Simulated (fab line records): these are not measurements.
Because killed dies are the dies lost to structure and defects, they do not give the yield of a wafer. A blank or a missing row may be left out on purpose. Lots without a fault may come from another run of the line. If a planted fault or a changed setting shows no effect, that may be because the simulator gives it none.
fab line records / flow gf180mcu
record lots=6 wafers=18 lastDay=33
route steps=602 shown VT_IMPLANT@93
lots untouched by any fault: they come from a run of this same line in which no faults occurred
startH: hours from the record's opening day to when the first of the lot's shown wafers began / waitH: how many hours have passed since the lot's step before this one / " as in the row above / L1.1+2: one row covering several wafers at once / - no value, or no start was given / * or withheld: withheld / < > ~ a bound
route shown NAME@n: a module of which the file shows steps, and the number in the route of the first / usual: mean/standard deviation of fault-free wafers / same: alike in all rows / chamber/n: place in a boat / sites: the reading at each site / _std_site: their standard deviation / _edge_site: outer sites' mean less inner sites' / radiusMm: for every site, how far away it sits from the centre of the wafer / mask NAME#n: copy n / behind: tool/chamber where the wafer was last shaped / hold: reason for holding the lot/hours on hold/outcome of the hold / device: whichever transistor did not switch (one of n, p or np) / end of line: the route-end tests of the same wafers / where a step has no rows: the recipe by itself / killed: dies lost to structure and defects at the first sort, not the wafer's yield / map: a wafer's dies, x killed, . not, _ none there
set.NAME: the run value of the setting; set.NAME@STEP: its run value at that earlier step / model.NAME: the simulator's own value behind a step, which no gauge read
lots at selected steps of the route; one table per step, one row per wafer
services: a tool's chamber out of use, with start hour (startH, from the record's first day; less than 0 if before it), hours out, and reason
## steps
# step GF_VT_IMPLANT_SOFTBAKE_03
# recipe tempC=90 timeS=60 resist=NOVOLAK
# step GF_VT_IMPLANT_EXPOSE_04
# recipe maskId=LVPWELL_LV_AREA targetCdNm=600 na=0.6 sourceShape=conventional sigmaOuter=0.6 doseMj=140
# step GF_VT_IMPLANT_PEB_05
# recipe tempC=withheld timeS=* resist=NOVOLAK
# step GF_VT_IMPLANT_DEVELOP_06
# recipe developTimeS=60 devTempC=23
# step GF_VT_IMPLANT_OVL_MEAS_07
# usual VT_IMPLANT_OVL=0.4/1.3
lot.wafer=L540.1 tool=overlay-01 chamber=- startH=127.32 waitH=0.1 VT_IMPLANT_OVL[nm]=2.0
lot.wafer=L540.3 tool=overlay-01 chamber=- startH=127.32 waitH=0.1 VT_IMPLANT_OVL[nm]=0.2
lot.wafer=L540.4 tool=overlay-01 chamber=- startH=127.32 waitH=0.1 VT_IMPLANT_OVL[nm]=0.5
lot.wafer=L548.2 tool=overlay-01 chamber=- startH=169.64 waitH=0.1 VT_IMPLANT_OVL[nm]=-0.8
lot.wafer=L548.4 tool=overlay-01 chamber=- startH=169.64 waitH=0.1 VT_IMPLANT_OVL[nm]=-0.5
lot.wafer=L548.6 tool=overlay-01 chamber=- startH=169.64 waitH=0.1 VT_IMPLANT_OVL[nm]=-0.5
lot.wafer=L550.1 tool=overlay-02 chamber=- startH=180.53 waitH=0.1 VT_IMPLANT_OVL[nm]=-0.1
lot.wafer=L550.2 tool=overlay-02 chamber=- startH=180.53 waitH=0.1 VT_IMPLANT_OVL[nm]=1.4
lot.wafer=L550.3 tool=overlay-02 chamber=- startH=180.53 waitH=0.1 VT_IMPLANT_OVL[nm]=0.3
lot.wafer=L551.2 tool=overlay-01 chamber=- startH=184.17 waitH=0.1 VT_IMPLANT_OVL[nm]=-0.2
lot.wafer=L551.3 tool=overlay-01 chamber=- startH=184.17 waitH=0.1 VT_IMPLANT_OVL[nm]=1.3
lot.wafer=L551.6 tool=overlay-01 chamber=- startH=184.17 waitH=0.1 VT_IMPLANT_OVL[nm]=0.1
lot.wafer=L555.1 tool=overlay-02 chamber=- startH=210.68 waitH=0.1 VT_IMPLANT_OVL[nm]=0.0
lot.wafer=L555.5 tool=overlay-02 chamber=- startH=210.68 waitH=0.1 VT_IMPLANT_OVL[nm]=-0.4
lot.wafer=L555.6 tool=overlay-02 chamber=- startH=210.68 waitH=0.1 VT_IMPLANT_OVL[nm]=-1.2
lot.wafer=L559.2 tool=overlay-02 chamber=- startH=233.87 waitH=0.1 VT_IMPLANT_OVL[nm]=-1.5
lot.wafer=L559.4 tool=overlay-02 chamber=- startH=233.87 waitH=0.1 VT_IMPLANT_OVL[nm]=-1.3
lot.wafer=L559.5 tool=overlay-02 chamber=- startH=233.87 waitH=0.1 VT_IMPLANT_OVL[nm]=-2.0
# step GF_VT_IMPLANT_IMPLANT_08
# recipe species=BF2 energyKev=20 doseCm2=8.29e+12 tiltDeg=7
# step GF_VT_IMPLANT_STRIP_09
# recipe chemistry=O2/N2 powerW=1400 pressureMtorr=1500 platenTempC=250 o2FlowSccm=3000 n2FlowSccm=300 overashFraction=0.5
# usual drypumpMotorCurrentA=5.6/0.49 heaterPowerW=327/44 oesProductAu=0.716/0.0046 stripTimeToEndpointS=12.64/0.032
lot.wafer=L540.1 tool=plasmaAsher-03 chamber=1 startH=127.50 waitH=0.1 drypumpMotorCurrentA=6.0 heaterPowerW=307 oesProductAu=0.717 rfHoursCounterH=53 stripTimeToEndpointS=12.69
lot.wafer=L540.3 tool=plasmaAsher-03 chamber=0 startH=127.50 waitH=0.1 drypumpMotorCurrentA=5.1 heaterPowerW=403 oesProductAu=0.717 rfHoursCounterH=- stripTimeToEndpointS=12.67
lot.wafer=L540.4 tool=plasmaAsher-03 chamber=1 startH=127.50 waitH=0.1 drypumpMotorCurrentA=6.0 heaterPowerW=301 oesProductAu=0.708 rfHoursCounterH=- stripTimeToEndpointS=12.66
lot.wafer=L548.2 tool=plasmaAsher-01 chamber=0 startH=169.82 waitH=0.1 drypumpMotorCurrentA=5.8 heaterPowerW=308 oesProductAu=0.710 rfHoursCounterH=5 stripTimeToEndpointS=12.61
lot.wafer=L548.4 tool=plasmaAsher-01 chamber=1 startH=169.82 waitH=0.1 drypumpMotorCurrentA=5.1 heaterPowerW=306 oesProductAu=0.721 rfHoursCounterH=- stripTimeToEndpointS=12.64
lot.wafer=L548.6 tool=plasmaAsher-01 chamber=0 startH=169.82 waitH=0.1 drypumpMotorCurrentA=5.8 heaterPowerW=309 oesProductAu=0.717 rfHoursCounterH=- stripTimeToEndpointS=12.62
lot.wafer=L550.1 tool=plasmaAsher-04 chamber=0 startH=180.72 waitH=0.1 drypumpMotorCurrentA=6.5 heaterPowerW=332 oesProductAu=0.721 rfHoursCounterH=51 stripTimeToEndpointS=12.63
lot.wafer=L550.2 tool=plasmaAsher-04 chamber=1 startH=180.72 waitH=0.1 drypumpMotorCurrentA=5.4 heaterPowerW=269 oesProductAu=0.722 rfHoursCounterH=51 stripTimeToEndpointS=12.62
lot.wafer=L550.3 tool=plasmaAsher-04 chamber=1 startH=180.72 waitH=0.1 drypumpMotorCurrentA=5.4 heaterPowerW=277 oesProductAu=0.711 rfHoursCounterH=- stripTimeToEndpointS=12.63
lot.wafer=L551.2 tool=plasmaAsher-04 chamber=1 startH=184.35 waitH=0.1 drypumpMotorCurrentA=5.3 heaterPowerW=280 oesProductAu=0.712 rfHoursCounterH=52 stripTimeToEndpointS=12.67
lot.wafer=L551.3 tool=plasmaAsher-04 chamber=1 startH=184.35 waitH=0.1 drypumpMotorCurrentA=5.4 heaterPowerW=279 oesProductAu=0.716 rfHoursCounterH=- stripTimeToEndpointS=12.64
lot.wafer=L551.6 tool=plasmaAsher-04 chamber=0 startH=184.35 waitH=0.1 drypumpMotorCurrentA=6.5 heaterPowerW=345 oesProductAu=0.718 rfHoursCounterH=- stripTimeToEndpointS=12.70
lot.wafer=L555.1 tool=plasmaAsher-01 chamber=1 startH=210.87 waitH=0.1 drypumpMotorCurrentA=5.1 heaterPowerW=298 oesProductAu=0.715 rfHoursCounterH=10 stripTimeToEndpointS=12.66
lot.wafer=L555.5 tool=plasmaAsher-01 chamber=0 startH=210.87 waitH=0.1 drypumpMotorCurrentA=5.8 heaterPowerW=314 oesProductAu=0.713 rfHoursCounterH=- stripTimeToEndpointS=12.68
lot.wafer=L555.6 tool=plasmaAsher-01 chamber=1 startH=210.87 waitH=0.1 drypumpMotorCurrentA=5.1 heaterPowerW=292 oesProductAu=0.712 rfHoursCounterH=- stripTimeToEndpointS=12.62
lot.wafer=L559.2 tool=plasmaAsher-03 chamber=1 startH=234.05 waitH=0.1 drypumpMotorCurrentA=6.0 heaterPowerW=299 oesProductAu=0.726 rfHoursCounterH=65 stripTimeToEndpointS=12.64
lot.wafer=L559.4 tool=plasmaAsher-03 chamber=1 startH=234.05 waitH=0.1 drypumpMotorCurrentA=6.0 heaterPowerW=308 oesProductAu=0.713 rfHoursCounterH=- stripTimeToEndpointS=12.68
lot.wafer=L559.5 tool=plasmaAsher-03 chamber=0 startH=234.05 waitH=0.1 drypumpMotorCurrentA=5.1 heaterPowerW=399 oesProductAu=0.714 rfHoursCounterH=- stripTimeToEndpointS=12.66
# step GF_VT_IMPLANT_TW_MEAS_10
# usual VT_IMPLANT_TW=562/7
lot.wafer=L540.1 tool=filmMetro-02 chamber=- startH=127.60 waitH=0.1 VT_IMPLANT_TW=561
lot.wafer=L540.3 tool=filmMetro-02 chamber=- startH=127.60 waitH=0.1 VT_IMPLANT_TW=564
lot.wafer=L540.4 tool=filmMetro-02 chamber=- startH=127.60 waitH=0.1 VT_IMPLANT_TW=564
lot.wafer=L548.2 tool=filmMetro-03 chamber=- startH=169.93 waitH=0.1 VT_IMPLANT_TW=573
lot.wafer=L548.4 tool=filmMetro-03 chamber=- startH=169.93 waitH=0.1 VT_IMPLANT_TW=572
lot.wafer=L548.6 tool=filmMetro-03 chamber=- startH=169.93 waitH=0.1 VT_IMPLANT_TW=572
lot.wafer=L550.1 tool=filmMetro-01 chamber=- startH=180.82 waitH=0.1 VT_IMPLANT_TW=551
lot.wafer=L550.2 tool=filmMetro-01 chamber=- startH=180.82 waitH=0.1 VT_IMPLANT_TW=555
lot.wafer=L550.3 tool=filmMetro-01 chamber=- startH=180.82 waitH=0.1 VT_IMPLANT_TW=554
lot.wafer=L551.2 tool=filmMetro-02 chamber=- startH=184.46 waitH=0.1 VT_IMPLANT_TW=564
lot.wafer=L551.3 tool=filmMetro-02 chamber=- startH=184.46 waitH=0.1 VT_IMPLANT_TW=562
lot.wafer=L551.6 tool=filmMetro-02 chamber=- startH=184.46 waitH=0.1 VT_IMPLANT_TW=563
lot.wafer=L555.1 tool=filmMetro-02 chamber=- startH=210.97 waitH=0.1 VT_IMPLANT_TW=565
lot.wafer=L555.5 tool=filmMetro-02 chamber=- startH=210.97 waitH=0.1 VT_IMPLANT_TW=570
lot.wafer=L555.6 tool=filmMetro-02 chamber=- startH=210.97 waitH=0.1 VT_IMPLANT_TW=566
lot.wafer=L559.2 tool=filmMetro-01 chamber=- startH=234.16 waitH=0.1 VT_IMPLANT_TW=556
lot.wafer=L559.4 tool=filmMetro-01 chamber=- startH=234.16 waitH=0.1 VT_IMPLANT_TW=554
lot.wafer=L559.5 tool=filmMetro-01 chamber=- startH=234.16 waitH=0.1 VT_IMPLANT_TW=557
# step GF_VT_IMPLANT_DEHYDRATE_11
# recipe tempC=200 timeS=60
# step GF_VT_IMPLANT_HMDS_12
# recipe primeTimeS=60 primeTempC=120
# step GF_VT_IMPLANT_COAT_13
# recipe resist=NOVOLAK spinRpm=3000 resistThkNm=1000
# step GF_VT_IMPLANT_SOFTBAKE_14
# recipe tempC=90 timeS=60 resist=NOVOLAK
# step GF_VT_IMPLANT_EXPOSE_15
# recipe maskId=Nwell_LV_AREA targetCdNm=860 na=0.6 sourceShape=conventional sigmaOuter=0.6 doseMj=140
# usual exposureDoseMJCm2=139.97/0.14 focusOffsetNm=0.1/0.5
lot.wafer=L540.1 tool=ilineStepper-02 chamber=0 startH=135.04 waitH=- mask=Nwell_LV_AREA#0 exposureDoseMJCm2=139.86 focusOffsetNm=0.3
lot.wafer=L540.3 tool=ilineStepper-02 chamber=0 startH=135.04 waitH=- mask=Nwell_LV_AREA#0 exposureDoseMJCm2=140.04 focusOffsetNm=0.3
lot.wafer=L540.4 tool=ilineStepper-02 chamber=0 startH=135.04 waitH=- mask=Nwell_LV_AREA#0 exposureDoseMJCm2=139.90 focusOffsetNm=0.2
lot.wafer=L548.2 tool=ilineStepper-02 chamber=0 startH=177.79 waitH=- mask=Nwell_LV_AREA#0 exposureDoseMJCm2=140.02 focusOffsetNm=0.1
lot.wafer=L548.4 tool=ilineStepper-02 chamber=0 startH=177.79 waitH=- mask=Nwell_LV_AREA#0 exposureDoseMJCm2=139.96 focusOffsetNm=0.0
lot.wafer=L548.6 tool=ilineStepper-02 chamber=0 startH=177.79 waitH=- mask=Nwell_LV_AREA#0 exposureDoseMJCm2=140.07 focusOffsetNm=-0.6
lot.wafer=L550.1 tool=ilineStepper-02 chamber=- startH=188.74 waitH=- mask=Nwell_LV_AREA#0 exposureDoseMJCm2=- focusOffsetNm=-
lot.wafer=L550.2 tool=ilineStepper-02 chamber=- startH=188.74 waitH=- mask=Nwell_LV_AREA#0 exposureDoseMJCm2=- focusOffsetNm=-
lot.wafer=L550.3 tool=ilineStepper-02 chamber=- startH=188.74 waitH=- mask=Nwell_LV_AREA#0 exposureDoseMJCm2=- focusOffsetNm=-
lot.wafer=L551.2 tool=ilineStepper-01 chamber=- startH=192.86 waitH=- mask=Nwell_LV_AREA#0 exposureDoseMJCm2=- focusOffsetNm=-
lot.wafer=L551.3 tool=ilineStepper-01 chamber=- startH=192.86 waitH=- mask=Nwell_LV_AREA#0 exposureDoseMJCm2=- focusOffsetNm=-
lot.wafer=L551.6 tool=ilineStepper-01 chamber=- startH=192.86 waitH=- mask=Nwell_LV_AREA#0 exposureDoseMJCm2=- focusOffsetNm=-
lot.wafer=L555.1 tool=ilineStepper-02 chamber=0 startH=219.83 waitH=- mask=Nwell_LV_AREA#0 exposureDoseMJCm2=139.79 focusOffsetNm=-0.4
lot.wafer=L555.5 tool=ilineStepper-02 chamber=0 startH=219.83 waitH=- mask=Nwell_LV_AREA#0 exposureDoseMJCm2=139.87 focusOffsetNm=-0.7
lot.wafer=L555.6 tool=ilineStepper-02 chamber=0 startH=219.83 waitH=- mask=Nwell_LV_AREA#0 exposureDoseMJCm2=139.76 focusOffsetNm=-0.4
lot.wafer=L559.2 tool=ilineStepper-02 chamber=0 startH=242.60 waitH=- mask=Nwell_LV_AREA#0 exposureDoseMJCm2=140.06 focusOffsetNm=-0.3
lot.wafer=L559.4 tool=ilineStepper-02 chamber=0 startH=242.60 waitH=- mask=Nwell_LV_AREA#0 exposureDoseMJCm2=140.17 focusOffsetNm=-0.6
lot.wafer=L559.5 tool=ilineStepper-02 chamber=0 startH=242.60 waitH=- mask=Nwell_LV_AREA#0 exposureDoseMJCm2=140.08 focusOffsetNm=0.5
# step GF_VT_IMPLANT_PEB_16
# recipe tempC=withheld timeS=* resist=NOVOLAK
## services
tool=plasmaAsher-01 chamber=- startH=108.85 hours=9.0 kind=pm
tool=plasmaAsher-01 chamber=0 startH=108.85 hours=9.0 kind=ventCycle
tool=plasmaAsher-01 chamber=1 startH=108.85 hours=9.0 kind=ventCycle
tool=plasmaAsher-04 chamber=- startH=109.15 hours=1.0 kind=repair
tool=plasmaAsher-04 chamber=- startH=109.34 hours=1.2 kind=repair
tool=plasmaAsher-01 chamber=0 startH=117.85 hours=- kind=clean
tool=plasmaAsher-01 chamber=1 startH=117.85 hours=- kind=clean
tool=ilineStepper-02 chamber=- startH=128.35 hours=5.2 kind=repair
tool=ilineStepper-01 chamber=0 startH=174.14 hours=- kind=calibration
tool=plasmaAsher-04 chamber=- startH=186.87 hours=14.6 kind=pm
tool=plasmaAsher-03 chamber=- startH=190.70 hours=2.5 kind=repair
tool=plasmaAsher-04 chamber=- startH=210.38 hours=0.9 kind=repair
tool=ilineStepper-02 chamber=0 startH=218.01 hours=- kind=calibration
## key
firstSign step=GF_VT_IMPLANT_EXPOSE_15 reading=toolRecord direction=missing
effect none on later readings
metAt GF_VT_IMPLANT_EXPOSE_15
struckWafers L550.1,L550.2,L550.3,L551.2,L551.3,L551.6
laterRowsLeftOut L550.1,L550.2,L550.3,L551.2,L551.3,L551.6
sortLeftOut L550.1,L550.2,L550.3,L551.2,L551.3,L551.6
testerLeftOut L550,L551
onsetBetween 177.79 188.74
fault kind=skippedStepWhole tool=ilineStepper-01,ilineStepper-02 chamber=- onsetH=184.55 steps=GF_VT_IMPLANT_EXPOSE_15 scope=struckLotsOnly
# testerLeftOut: of these lots the tester's yield and bins aren't shown, on N5 and GAA mostly nor the transistor test; their killed dies are dies lost to structure and defects alone, not to doping, threshold or leakage, so they don't give the yield
# sortLeftOut: the simulated sort isn't trusted on such a fault, so these wafers' sort isn't shown, and their yield isn't known
# laterRowsLeftOut: the simulator's readings of these wafers behind a module that went badly wrong aren't trusted and aren't shown, but for the sort
